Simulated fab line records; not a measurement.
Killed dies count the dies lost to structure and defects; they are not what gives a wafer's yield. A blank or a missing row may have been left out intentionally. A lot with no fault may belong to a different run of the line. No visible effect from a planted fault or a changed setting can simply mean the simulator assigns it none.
What tool caused it? | flow gf180mcu | Sampling: 24 lots, 72 wafers, 2 of 602 route steps

WHAT THE GAUGES READ, wafer by wafer
GF_CONTACT_BOW_MEAS_05.
lot  | measured     | on            | CONTACT_BOW (um)
L074 | day 15 00:04 | film-metro-01 | 72 80 68
L075 | day 15 06:13 | film-metro-01 | 70 68 68
L076 | day 15 19:57 | film-metro-04 | 63 77 76
L077 | day 16 07:55 | film-metro-01 | 66 63 60
L078 | day 16 13:01 | film-metro-03 | 74 70 75
L079 | day 16 21:11 | film-metro-04 | 57 85 70
L080 | day 17 08:53 | film-metro-03 | 57 70 72
L081 | day 17 17:23 | film-metro-01 | 76 69 79
L082 | day 18 11:13 | film-metro-04 | 62 64 58
L083 | day 19 08:43 | film-metro-01 | 70 72 60
L084 | day 19 12:55 | film-metro-03 | 51 58 67
L086 | day 19 19:11 | film-metro-03 | 67 76 57
L085 | day 20 03:57 | film-metro-01 | 62 55 73
L087 | day 20 12:43 | film-metro-03 | 77 75 68
L088 | day 20 15:53 | film-metro-01 | 55 51 75
L089 | day 20 18:58 | film-metro-01 | 74 73 76
L090 | day 21 01:26 | film-metro-01 | 55 67 68
L091 | day 21 08:11 | film-metro-03 | 68 69 65
L092 | day 21 19:10 | film-metro-01 | 65 55 55
L093 | day 22 00:54 | film-metro-01 | 74 58 74
L094 | day 22 09:49 | film-metro-01 | 70 67 79
L095 | day 22 21:12 | film-metro-04 | 77 64 70
L096 | day 23 04:43 | film-metro-04 | 62 69 72
L097 | day 23 09:05 | film-metro-01 | 63 58 79

GF_MIM_THK_MEAS_11: measures by xrf.
lot  | measured     | on            | MIM_ALCU_THK (nm)
L074 | day 24 07:43 | film-metro-02 | 205.8 202.1 202.9
L075 | day 24 12:08 | film-metro-01 | 203.8 202.4 203.9
L076 | day 25 03:24 | film-metro-02 | 203.9 202.8 203.5
L077 | day 25 15:38 | film-metro-01 | 206.2 202.6 207.2
L078 | day 25 20:52 | film-metro-02 | 203.9 204.7 208.1
L079 | day 26 04:37 | film-metro-02 | 204.8 202.9 203.7
L080 | day 26 14:26 | film-metro-02 | 199.2 201.2 200.4
L081 | day 26 22:13 | film-metro-02 | 201.8 199.0 199.8
L082 | day 27 13:55 | film-metro-02 | 205.3 205.8 203.1
L083 | day 28 07:34 | film-metro-01 | 202.3 201.6 202.3
L084 | day 28 09:23 | film-metro-01 | 204.1 205.1 203.4
L086 | day 28 16:41 | film-metro-03 | 202.6 203.1 201.8
L085 | day 28 22:04 | film-metro-02 | 201.7 204.7 200.0
L087 | day 29 05:16 | film-metro-02 | 204.1 205.4 204.0
L088 | day 29 07:52 | film-metro-02 | 206.2 205.5 203.6
L089 | day 29 11:52 | film-metro-02 | 205.3 206.7 206.2
L090 | day 29 15:14 | film-metro-03 | 199.6 201.4 199.1
L091 | day 29 19:16 | film-metro-02 | 207.6 205.0 205.1
L092 | day 30 04:02 | film-metro-03 | 200.3 199.6 204.4
L093 | day 30 09:25 | film-metro-02 | 204.7 202.8 201.9
L094 | day 30 16:52 | film-metro-01 | 201.1 201.8 202.7
L095 | day 31 00:04 | film-metro-02 | 207.6 206.5 205.9
L096 | day 31 06:56 | film-metro-03 | 201.0 200.3 199.7
L097 | day 31 10:57 | film-metro-01 | 202.7 204.9 205.1

TOOL THAT RAN EACH LOT (tool first, then ch and the chambers of the sampled wafers, then the start)
The record holds no process step before these readings.

WHAT THE TOOLS THEMSELVES READ (means of the sampled wafers that have a number; where no wafer has one, the mark that the record gives instead)
The record holds no such reading with a usual standard deviation.

THE ANSWER, worked out from the rows above alone
Rule: the lots themselves supply what counts as usual. Put in order of their means at a reading, lots are off if they are a third of the lots or fewer, leave a main group of 4 or more, and stand apart from it by a gap of 3 or more times the standard deviation of the main group's means; of several such gaps the widest counts. A main group is skipped when, at the precision printed for the reading in the tables above, its means are all equal. Also off: a lot with no number at a reading for which 4 or more lots have one. Where the step has rows for the other lots, those lots are counted as sound. The gauges are gone through in route order, then the tools' own readings, and for those a lot's mean is taken as printed above. The first step at which some lot is off is used, and at that step the reading that is off furthest; a lot without a number counts as furthest.
None of the lots is off at any reading shown; this tells nothing.

WHAT THE SIMULATOR HAD INSERTED
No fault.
